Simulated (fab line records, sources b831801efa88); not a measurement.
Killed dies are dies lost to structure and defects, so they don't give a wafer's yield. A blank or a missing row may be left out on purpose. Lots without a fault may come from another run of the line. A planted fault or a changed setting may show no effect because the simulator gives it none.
One fault seen from 2 desks | flow gf180mcu | each desk has only its own numbers; what lay behind them comes last

THE METROLOGY DESK
What the gauges read, lot by lot, whatever tool the lot ran on: means of the sampled wafers that have a number. A lot is out of limits, marked OUT, if its mean lies more than 4 standard deviations from the usual mean; the brackets give that distance.
Columns: A = MVPSD_RS at GF_VT_IMPLANT_RS_MEAS_49, usual 1169.8 ohm/sq; B = POLY_GATE_OVL at GF_POLY_GATE_OVL_MEAS_11, usual 1 nm; C = POLY_GATE_OXIDATION_THK at GF_POLY_GATE_THK_MEAS_17, usual 4.02 nm; D = HV_LDD_3_TW at GF_HV_LDD_TW_MEAS_38, usual 1438; E = HV_LDD_RS at GF_HV_LDD_RS_MEAS_53, usual 418.7 ohm/sq
lot  | first seen here | A      | B   | C    | D               | E
L191 | day 7 14:32     | 1169.7 | 2   | 3.98 | 1431            | 418.8
L192 | day 7 23:42     | 1167.7 | 1   | 3.96 | 1458            | 419.1
L193 | day 8 11:42     | 1172.7 | -8  | 4.02 | 1426            | 418.8
L194 | day 8 18:41     | 1168.9 | -4  | 3.92 | 1431            | 419.0
L197 | day 9 13:05     | 1168.1 | 2   | 4.03 | 1495 (+4.4) OUT | 413.9 (-6.0) OUT
L199 | day 10 02:55    | 1167.3 | 1   | 3.98 | 1440            | 417.7
L201 | day 10 14:15    | 1164.6 | -11 | 4.09 | 1436            | 419.5
L202 | day 10 20:26    | 1170.5 | 1   | 4.06 | 1496 (+4.4) OUT | 412.6 (-7.5) OUT
L207 | day 12 03:27    | 1173.4 | -6  | 4.00 | 1419            | 419.3
L209 | day 12 19:04    | 1171.7 | 6   | 4.03 | 1460            | 417.6
L212 | day 13 17:17    | 1171.2 | 2   | 3.92 | 1431            | 418.8
L213 | day 14 04:38    | 1175.3 | 1   | 4.12 | 1432            | 418.1
L214 | day 14 12:58    | 1169.7 | 6   | 4.01 | 1437            | 420.0
This desk's finding: out of limits on L197, L202; first on L197, day 13 22:49 (HV_LDD_3_TW at GF_HV_LDD_TW_MEAS_38). In limits: L191, L192, L193, L194, L199, L201, L207, L209, L212, L213, L214.

THE TOOL OWNER'S DESK: implanter-04
The tool's own readings at GF_HV_LDD_IMPLANT_34: means of the sampled wafers that have a number, for each lot that ran on this tool. A lot is out of limits, marked OUT, if its mean lies more than 4 standard deviations from the usual mean; the brackets give that distance.
Columns: A = dose_ions_cm2 at GF_HV_LDD_IMPLANT_34, usual 7.498e+12; B = faraday_current_uA at GF_HV_LDD_IMPLANT_34, usual 42.3
lot  | first seen here | A                           | B
L192 | day 12 02:58    | 7.506e+12                   | 42.0
L193 | day 12 16:05    | 7.500e+12                   | 41.7
L197 | day 13 22:17    | 9.774e+12 (+99 or more) OUT | 54.8 (+14) OUT
L202 | day 15 10:59    | 9.789e+12 (+99 or more) OUT | 56.3 (+16) OUT
L212 | day 18 19:41    | 7.496e+12                   | 42.0
This desk's finding: out of limits on L197, L202; first on L197, day 13 22:17 (dose_ions_cm2 at GF_HV_LDD_IMPLANT_34). In limits: L192, L193, L212.

PUT TOGETHER
The tool owner's desk could have raised an alarm at day 13 22:17, on L197, L202.
The metrology desk could have raised an alarm at day 13 22:49, on L197, L202.
Of the lots named, all ran GF_HV_LDD_IMPLANT_34 on implanter-04.

WHAT THE SIMULATOR HAD PUT IN
Process parameter drift: implanter-04, from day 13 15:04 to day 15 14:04, at GF_HV_LDD_IMPLANT_34. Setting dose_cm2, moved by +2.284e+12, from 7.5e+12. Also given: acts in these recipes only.
Lots struck among those shown: L197, L202.
Hours from the fault's start to each desk's first reading out of limits: the tool owner's desk, 7; the metrology desk, 8.
